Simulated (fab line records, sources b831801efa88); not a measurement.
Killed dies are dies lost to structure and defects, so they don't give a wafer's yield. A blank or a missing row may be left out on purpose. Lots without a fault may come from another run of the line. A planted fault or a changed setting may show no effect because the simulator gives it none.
A struck lot beside a sound one | flow sky130 | 16 steps out of a route of 708
Sound: wafers L211.1, L211.3, L211.5. Struck: wafer L228.1. (L228.2, L228.3 of the same lot were not struck and are left out.) The cause comes at the end.
At each step with rows: each side's tool, then ch and its chambers, then its first start. Under that, the readings that differ: sound wafers | struck wafers | difference of the means | sigmas: that difference in standard deviations of wafers without a fault.
alike: readings whose means differ by less than 2 such deviations, and words and numbers that are the same on both sides. not compared: withheld readings, readings that some wafer has no value for, bounds like >300 that may hide the same value, and numbers for which the record gives no deviation and whose values overlap.
The two part at a step that has a row with sigmas, a row that says differs or no value, or rows on one side only. Numbers that don't overlap but have no deviation are shown without sigmas and don't part them. A reading that every wafer of one side lacks parts them only if that side has two wafers or more.

SKY_CAP2M_THK_MEAS_01:
  sound on film_metro-02, day 38 23:35; struck on film_metro-02, day 44 21:15
  alike: CAP2M_CVD_00_THK
SKY_CAP2M_SPUTTER_02: material TiN, target thk 200 nm, time 166.7 s.
  sound on pvd_sputter-01, day 38 23:38; struck on pvd_sputter-03, day 44 21:19
  alike: throttle_valve_pct
SKY_CAP2M_RS_MEAS_03: measures by four-point-probe.
  sound on film_metro-04, day 38 23:44; struck on film_metro-04, day 44 21:26
  alike: CAP2M_TIN_RS
SKY_CAP2M_THK_MEAS_04: measures by xrf.
  sound on film_metro-04, day 38 23:52; struck on film_metro-04, day 44 21:33
  reading            | sound             | struck | difference | sigmas
  CAP2M_TIN_THK (nm) | 202.4 200.8 200.2 | 196.3  | -4.8       | -2
then, 7 steps without rows for these wafers: SKY_CAP2M_DEHYDRATE_05 (time 60 s); SKY_CAP2M_HMDS_06 (prime time 60 s); SKY_CAP2M_COAT_07 (resist thk 1140 nm); SKY_CAP2M_SOFTBAKE_08 (time 60 s); SKY_CAP2M_EXPOSE_09 (exposes mask CAP2M, target cd 1000 nm); SKY_CAP2M_PEB_10; SKY_CAP2M_DEVELOP_11 (develop time 60 s).
SKY_CAP2M_OVL_MEAS_12:
  sound on overlay-02, day 39 23:14; struck on overlay-02, day 45 17:44
  alike: CAP2M_OVL
SKY_CAP2M_METAL_ETCH_13: etches TiN in Cl2/BCl3, stops on SiO2, target depth 220 nm, time 62.9 s.
  sound on rie_metal-01 ch 0,1, day 39 23:16; struck on rie_metal-04 ch 1, day 45 17:46
  reading                                    | sound                | struck | difference | sigmas
  oes_product_au (a.u.)                      | 0.939 0.939 0.940    | 0.743  | -0.196     | -28
  throttle_valve_pct (%)                     | 21.890 21.908 21.903 | 22.036 | +0.136     | +14
  model.CAP2M.feature_depth_nm (nm)          | 200.3 198.9 199      | 126.3  | -73.1      |
  model.etch.depth_nm (nm)                   | 200.3 198.9 199      | 126.3  | -73.1      |
  model.NOVOLAK_of_CAP2M_COAT_07.thk_nm (nm) | 986 989.4 987.3      | 1054   | +66        |
  alike: drypump_motor_current_A, rf_fwd_power_W
  not compared: rf_hours_counter_h
SKY_CAP2M_STRIP_14: strips in O2/N2.
  sound on plasma_asher-04 ch 0,1, day 39 23:21; struck on plasma_asher-01 ch 1, day 45 17:51
  reading                      | sound             | struck | difference | sigmas
  strip_time_to_endpoint_s (s) | 12.58 12.61 12.58 | 13.26  | +0.67      | +18
  alike: drypump_motor_current_A, oes_product_au
  not compared: rf_hours_counter_h
then, 1 step without rows for these wafers: SKY_CAP2M_STRIP_15 (strips in post etch residue remover, time 1200 s).
-- the record jumps here: 4 days lie between the struck wafers' starts before and after (it left off in module CAP2M and takes up again in module PAD_OPEN, whose first step shown is number 708 of the route) --
SKY_PAD_OPEN_PROBE_99:
  sound on prober-01, day 45 01:38; struck on prober-02, day 49 22:40
  reading                  | sound          | struck | difference | sigmas
  defect_limited_yield (%) | 80.7 82.3 79.7 | 0      | -81        | -45
  killed_at_other          | 0 1 0          | 406    | +406       | +99 or more
  killed_dies              | 95 87 100      | 492    | +398       | +45
  killed_on_rim            | 20 16 19       | 96     | +78        | +21
  killed_short             | 50 49 57       | 36     | -16        | -3
  sort_bin_3_pad_short (%) | 0.6 0.8 0.8    | 83.7   | +83.0      | +99 or more
  sort_n_pass              | 397 405 392    | 0      | -398       | -45
  sort_yield_pct (%)       | 80.7 82.3 79.7 | 0      | -81        | -45
  alike: killed_at_M0_to_M3, killed_at_M4_up, killed_at_contacts, killed_at_front_end, killed_open, sort_bin_5_function, sort_bin_6_memory

WHERE THEY PART
First at SKY_CAP2M_THK_MEAS_04; last, within this record, at SKY_PAD_OPEN_PROBE_99.

WHY: what the simulator had put in
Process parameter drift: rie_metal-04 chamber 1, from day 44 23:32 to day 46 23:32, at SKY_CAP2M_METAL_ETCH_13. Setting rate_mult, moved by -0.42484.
